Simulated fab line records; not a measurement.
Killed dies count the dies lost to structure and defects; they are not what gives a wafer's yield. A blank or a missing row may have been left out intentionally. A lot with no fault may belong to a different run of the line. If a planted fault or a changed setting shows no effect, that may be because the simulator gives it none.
A single fault, viewed from 2 desks || flow sky130 || each desk holds nothing but its own numbers, with what lay behind them at the end

== TOOL OWNER'S DESK, cmp-01 ==
The tool's own readings at SKY_VIA2_CMP_24 (polishes, stops on SiO2, t overpolish 20 s, target thk 0 nm): means of the sampled wafers that have a number, for each lot that ran on this tool. If a lot's mean is further than 4 standard deviations from the usual mean, the lot is out of limits and carries the mark OUT (the distance appears in the brackets).
Columns: A = motor_current_A at SKY_VIA2_CMP_24, usual 11.1 A; B = overpolish_run_s at SKY_VIA2_CMP_24, usual 19.999 s; C = time_to_endpoint_s at SKY_VIA2_CMP_24, usual 101 s
{"lot": "L607", "first seen here": "day 37 07:51", "A": 10.6, "B": 20.003, "C": 97}
{"lot": "L612", "first seen here": "day 38 18:21", "A": 10.5, "B": 19.996, "C": 97}
{"lot": "L611", "first seen here": "day 38 18:41", "A": 10.0, "B": 19.995, "C": 99}
{"lot": "L613", "first seen here": "day 38 21:37", "A": 10.6, "B": 19.989, "C": 101}
{"lot": "L620", "first seen here": "day 40 18:17", "A": 10.4, "B": "10.011 (-99 or more) OUT", "C": "131 (+9.7) OUT"}
{"lot": "L621", "first seen here": "day 41 04:25", "A": 10.6, "B": "13.346 (-99 or more) OUT", "C": "121 (+6.5) OUT"}
{"lot": "L622", "first seen here": "day 41 09:33", "A": 10.7, "B": "13.343 (-99 or more) OUT", "C": "122 (+6.8) OUT"}
This desk's verdict: out of limits on L620, L621, L622, starting with L620 at day 40 18:17 (overpolish_run_s at SKY_VIA2_CMP_24). L607, L612, L611, L613: within limits.

== THE METROLOGY DESK ==
Means of the sampled wafers that have a number, per lot and without regard to the tool the lot ran on: this is what the gauges read. If a lot's mean is further than 4 standard deviations from the usual mean, the lot is out of limits and carries the mark OUT (the distance appears in the brackets).
Columns: A = cd_nm at SKY_VIA2_CD_MEAS_12, usual 200.1 nm; B = VIA2_W_THK at SKY_VIA2_THK_MEAS_23, usual 419 nm
{"lot": "L605", "first seen here": "day 36 05:26", "A": 199.2, "B": 414}
{"lot": "L606", "first seen here": "day 36 11:56", "A": 197.4, "B": 413}
{"lot": "L607", "first seen here": "day 37 06:31", "A": 200.6, "B": 413}
{"lot": "L608", "first seen here": "day 37 09:10", "A": 199.3, "B": 402}
{"lot": "L612", "first seen here": "day 38 16:38", "A": 200.3, "B": 409}
{"lot": "L611", "first seen here": "day 38 17:22", "A": 200.4, "B": 428}
{"lot": "L610", "first seen here": "day 38 19:16", "A": 201.0, "B": 415}
{"lot": "L613", "first seen here": "day 38 20:17", "A": 198.4, "B": 431}
{"lot": "L620", "first seen here": "day 40 16:56", "A": 198.4, "B": 419}
{"lot": "L621", "first seen here": "day 41 03:03", "A": 198.6, "B": 430}
{"lot": "L622", "first seen here": "day 41 08:13", "A": 200.3, "B": 411}
{"lot": "L626", "first seen here": "day 42 05:09", "A": 202.4, "B": 419}
{"lot": "L628", "first seen here": "day 42 20:13", "A": 201.5, "B": 423}
Result from this desk: across the 13 lots, nothing is out of limits.

== TAKEN TOGETHER ==
The tool owner's desk had the chance to raise an alarm at day 40 18:17 on L620, L621, L622.
The metrology desk saw nothing out of limits.
The metrology desk holds a record of L620, L621, L622, inside its limits.
The lots listed all ran SKY_VIA2_CMP_24 on cmp-01.

== WHAT THE SIMULATOR HAD INSERTED ==
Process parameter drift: cmp-01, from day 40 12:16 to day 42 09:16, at SKY_VIA2_CMP_24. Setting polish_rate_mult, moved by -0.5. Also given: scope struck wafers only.
Struck lots among those shown: L620, L621, L622.
Each desk's first reading out of limits, in hours after the fault started: the tool owner's desk, 6.
